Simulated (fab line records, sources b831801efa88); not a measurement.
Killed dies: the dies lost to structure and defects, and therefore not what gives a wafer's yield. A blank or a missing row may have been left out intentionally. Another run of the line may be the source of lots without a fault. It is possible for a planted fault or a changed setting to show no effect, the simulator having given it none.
Which tool did it? || flow gf180mcu || 42 wafers from 14 lots sampled at 2 of the route's 602 steps

## WHAT THE GAUGES READ, wafer by wafer
GF_V3_THK_MEAS_03. Usual: V3_CVD_02_THK gives 848 nm (standard deviation 11).
{"lot": "L666", "measured": "day 21 14:23", "on": "filmMetro-02", "V3_CVD_02_THK (nm)": "859 857 854", "flag": ""}
{"lot": "L667", "measured": "day 22 00:25", "on": "filmMetro-04", "V3_CVD_02_THK (nm)": "836 844 848", "flag": ""}
{"lot": "L669", "measured": "day 22 14:30", "on": "filmMetro-02", "V3_CVD_02_THK (nm)": "838 854 856", "flag": ""}
{"lot": "L670", "measured": "day 22 18:01", "on": "filmMetro-01", "V3_CVD_02_THK (nm)": "832 835 853", "flag": ""}
{"lot": "L672", "measured": "day 23 08:24", "on": "filmMetro-04", "V3_CVD_02_THK (nm)": "850 871 852", "flag": ""}
{"lot": "L674", "measured": "day 24 12:09", "on": "filmMetro-02", "V3_CVD_02_THK (nm)": "839 851 852", "flag": ""}
{"lot": "L675", "measured": "day 24 17:09", "on": "filmMetro-01", "V3_CVD_02_THK (nm)": "838 835 844", "flag": ""}
{"lot": "L677", "measured": "day 25 07:35", "on": "filmMetro-01", "V3_CVD_02_THK (nm)": "827 862 851", "flag": ""}
{"lot": "L683", "measured": "day 27 09:26", "on": "filmMetro-01", "V3_CVD_02_THK (nm)": "847 823 846", "flag": ""}
{"lot": "L684", "measured": "day 27 14:00", "on": "filmMetro-02", "V3_CVD_02_THK (nm)": "837 857 861", "flag": ""}
{"lot": "L686", "measured": "day 28 00:01", "on": "filmMetro-04", "V3_CVD_02_THK (nm)": "818 850 843", "flag": ""}
{"lot": "L687", "measured": "day 28 07:48", "on": "filmMetro-01", "V3_CVD_02_THK (nm)": "831 842 836", "flag": ""}
{"lot": "L688", "measured": "day 28 16:47", "on": "filmMetro-02", "V3_CVD_02_THK (nm)": "841 857 843", "flag": ""}
{"lot": "L689", "measured": "day 28 18:30", "on": "filmMetro-02", "V3_CVD_02_THK (nm)": "854 868 866", "flag": ""}

GF_V3_THK_MEAS_25: measures by xrf. Usual: V3_W_THK gives 350 nm (standard deviation 5).
{"lot": "L666", "measured": "day 22 15:39", "on": "filmMetro-02", "V3_W_THK (nm)": "348 355 348", "flag": ""}
{"lot": "L667", "measured": "day 23 00:51", "on": "filmMetro-01", "V3_W_THK (nm)": "351 355 356", "flag": ""}
{"lot": "L669", "measured": "day 23 14:46", "on": "filmMetro-02", "V3_W_THK (nm)": "348 344 337", "flag": ""}
{"lot": "L670", "measured": "day 23 18:32", "on": "filmMetro-04", "V3_W_THK (nm)": "345 346 348", "flag": ""}
{"lot": "L672", "measured": "day 24 07:19", "on": "filmMetro-04", "V3_W_THK (nm)": "352 357 352", "flag": ""}
{"lot": "L674", "measured": "day 25 11:14", "on": "filmMetro-04", "V3_W_THK (nm)": "346 354 355", "flag": ""}
{"lot": "L675", "measured": "day 25 16:32", "on": "filmMetro-04", "V3_W_THK (nm)": "347 352 350", "flag": ""}
{"lot": "L677", "measured": "day 26 06:07", "on": "filmMetro-04", "V3_W_THK (nm)": "355 362 352", "flag": ""}
{"lot": "L683", "measured": "day 28 07:29", "on": "filmMetro-01", "V3_W_THK (nm)": "349 347 350", "flag": ""}
{"lot": "L684", "measured": "day 28 12:13", "on": "filmMetro-04", "V3_W_THK (nm)": "356 353 355", "flag": ""}
{"lot": "L686", "measured": "day 28 21:55", "on": "filmMetro-01", "V3_W_THK (nm)": "351 344 347", "flag": ""}
{"lot": "L687", "measured": "day 29 03:55", "on": "filmMetro-04", "V3_W_THK (nm)": "357 352 354", "flag": ""}
{"lot": "L688", "measured": "day 29 13:25", "on": "filmMetro-04", "V3_W_THK (nm)": "351 354 360", "flag": ""}
{"lot": "L689", "measured": "day 29 15:13", "on": "filmMetro-02", "V3_W_THK (nm)": "349 346 350", "flag": ""}

## WHICH TOOL RAN EACH LOT (tool, then ch and the chambers of the sampled wafers, then the start)
There is no process step in the record ahead of these readings.

## AS READ BY THE TOOLS THEMSELVES (means over the sampled wafers that have a number; for cases with no such wafer, the mark the record gives instead)
The record holds no such reading with a usual standard deviation.

## THE ANSWER, worked out from the rows above alone
Rule: take the mean of a lot's wafers that have a number; if it is more than 3 standard deviations from the usual mean, the lot is off. Also off: a lot with no number at a reading for which 4 or more lots have one. The other lots that the step has rows for count as sound. Order of review: gauges by route order, followed by the tools' own readings, for which a lot's mean as printed above is used. The first step at which some lot is off is used, and at that step the reading that is off furthest; a lot without a number counts as furthest.
None of the lots is off at any reading shown; this tells nothing.

## WHAT THE SIMULATOR PUT IN
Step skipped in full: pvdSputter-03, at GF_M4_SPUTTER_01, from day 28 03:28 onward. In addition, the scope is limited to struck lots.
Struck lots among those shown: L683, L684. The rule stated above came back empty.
